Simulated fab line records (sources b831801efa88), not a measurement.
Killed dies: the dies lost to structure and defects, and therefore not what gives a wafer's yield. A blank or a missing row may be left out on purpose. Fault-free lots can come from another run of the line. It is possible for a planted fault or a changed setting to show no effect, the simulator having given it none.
Struck lot and sound lot, side by side :: flow sky130 :: 34 steps out of a route of 708
Sound: these wafers, L738.3, L738.4, L738.5. Struck: wafer L745.4. (L745.3, L745.5 of the same lot were not struck and are left out.) The cause comes at the end.
For every step that has rows: the tool of each side, followed by ch and its chambers, followed by its first start. Under that, the readings that differ: sound wafers :: struck wafers :: difference of the means :: sigmas: that difference in standard deviations of wafers without a fault.
alike: readings with means less than 2 such deviations apart, plus words and numbers identical on both sides. not compared: withheld readings, readings lacking a value on some wafer, bounds such as >300 that could conceal the same value, and numbers that have no deviation in the record and whose values overlap.
A row with sigmas, a row that says differs or no value, or rows on one side alone: a step with any of these is where the two part. When numbers do not overlap yet have no deviation, they are printed without sigmas and do not part them. A reading missing from all wafers of one side parts the sides only when that side holds two or more wafers.

first, 10 steps without rows for these wafers: SKY_VIA1_EXPOSE_09 (exposes mask VIM, target cd 150 nm); SKY_VIA1_PEB_10; SKY_VIA1_DEVELOP_11 (develop time 60 s); SKY_VIA1_ETCH_14 (etches BARC in N2/H2, stops on SiO2, time 45.9 s, target depth 60 nm); SKY_VIA1_ETCH_15 (etches SiO2 in C4F8/O2/Ar, stops on TiN, target depth 351 nm, time 54 s); SKY_VIA1_STRIP_16 (strips in O2/N2); SKY_VIA1_STRIP_17 (strips in post etch residue remover, time 1200 s); SKY_VIA1_CLEAN_18 (cleans in IPA, time 180 s); SKY_VIA1_CLEAN_19 (cleans in O3/DIW); SKY_VIA1_SPUTTER_20 (material TiN, target thk 20 nm, time 80 s).
SKY_VIA1_CVD_21: deposits W, target thk 270 nm, time 80.902 s.
  sound on cvd-w-02 ch 0,1, day 35 08:01; struck on cvd-w-02 ch 0, day 37 09:22
  alike: heater-power-w
then, 22 steps without rows for these wafers: SKY_VIA1_CMP_24 (polishes, stops on SiO2, t overpolish 15 s, target thk 0 nm); SKY_METAL2_SPUTTER_00 (material Ti, target thk 15 nm, time 10 s); SKY_METAL2_SPUTTER_01 (material TiN, target thk 20 nm, time 16.7 s); SKY_METAL2_SPUTTER_02 (material AlCu, target thk 250 nm, time 13.3 s); SKY_METAL2_SPUTTER_03 (material Ti, target thk 5 nm, time 3.3 s); SKY_METAL2_SPUTTER_04 (material TiN, target thk 70 nm, time 58.3 s); SKY_METAL2_DEHYDRATE_07 (time 60 s); SKY_METAL2_HMDS_08 (prime time 60 s); SKY_METAL2_COAT_09 (resist thk 60 nm); SKY_METAL2_COAT_10 (resist thk 450 nm); SKY_METAL2_SOFTBAKE_11 (time 90 s); SKY_METAL2_EXPOSE_12 (exposes mask MM2, target cd 140 nm); SKY_METAL2_PEB_13; SKY_METAL2_DEVELOP_14 (develop time 60 s); SKY_METAL2_DESCUM_17 (chemistry O2, time 8 s); SKY_METAL2_ETCH_18 (etches BARC in N2/H2, stops on SiO2, time 45.9 s, target depth 60 nm); SKY_METAL2_METAL_ETCH_19 (etches the open film in Cl2/BCl3, stops on SiO2, target depth 360 nm, time 78 s); SKY_METAL2_STRIP_20 (strips in O2/N2); SKY_METAL2_STRIP_21 (strips in post etch residue remover, time 1200 s); SKY_METAL2_CLEAN_22 (cleans in IPA, time 180 s); SKY_METAL2_CLEAN_23 (cleans in O3/DIW); SKY_VIA2_HDPCVD_00 (deposits SiO2, target thk 1180 nm, time 196.7 s).
-- the record jumps here: 11 days lie between the struck wafers' starts before and after (it left off in module VIA2 and takes up again in module PAD_OPEN, whose first step shown is number 708 of the route) --
SKY_PAD_OPEN_PROBE_99:
  sound on prober-02 at day 46 23:05; struck on prober-02 at day 48 09:05
reading: defect-limited-yield (%)
sound: 82.3 83.9 80.5
struck: 73.0
difference: -9.2
sigmas: -5

reading: killed_at_M0_to_M3
sound: 44 37 48
struck: 100
difference: +57
sigmas: +9

reading: killed-at-front-end
sound: 20 13 20
struck: 9
difference: -9
sigmas: -2

reading: killed-dies
sound: 87 79 96
struck: 133
difference: +46
sigmas: +5

reading: sort_bin_3_pad_short (%)
sound: 1.2 0.6 0
struck: 2.6
difference: +2.0
sigmas: +4

reading: sort_bin_5_function (%)
sound: 8.9 10.2 13.0
struck: 17.1
difference: +6.4
sigmas: +5

reading: sort-n-pass
sound: 405 413 396
struck: 359
difference: -46
sigmas: -5

reading: sort-yield-pct (%)
sound: 82.3 83.9 80.5
struck: 73.0
difference: -9.2
sigmas: -5

reading: model.etest.tester.sort-n-pass
sound: 405 413 396
struck: 359
difference: -46
sigmas: 

reading: model.etest.tester.sort-yield-pct (%)
sound: 82.32 83.94 80.49
struck: 72.97
difference: -9.28
sigmas: 

reading: model.etest.tester.sort_bin_5_pct (%)
sound: 8.943 10.16 13.01
struck: 17.07
difference: +6.37
sigmas: 

reading: model.etest.tester.sort_bin_3_pct (%)
sound: 1.22 0.6098 0
struck: 2.642
difference: +2.032
sigmas: 
  alike: killed_at_M4_up, killed-at-contacts, killed-at-other, killed-open, killed-short, sort_bin_6_memory

## WHERE THEY PART
Only at SKY_PAD_OPEN_PROBE_99, within this record.

WHY: what had been put in by the simulator
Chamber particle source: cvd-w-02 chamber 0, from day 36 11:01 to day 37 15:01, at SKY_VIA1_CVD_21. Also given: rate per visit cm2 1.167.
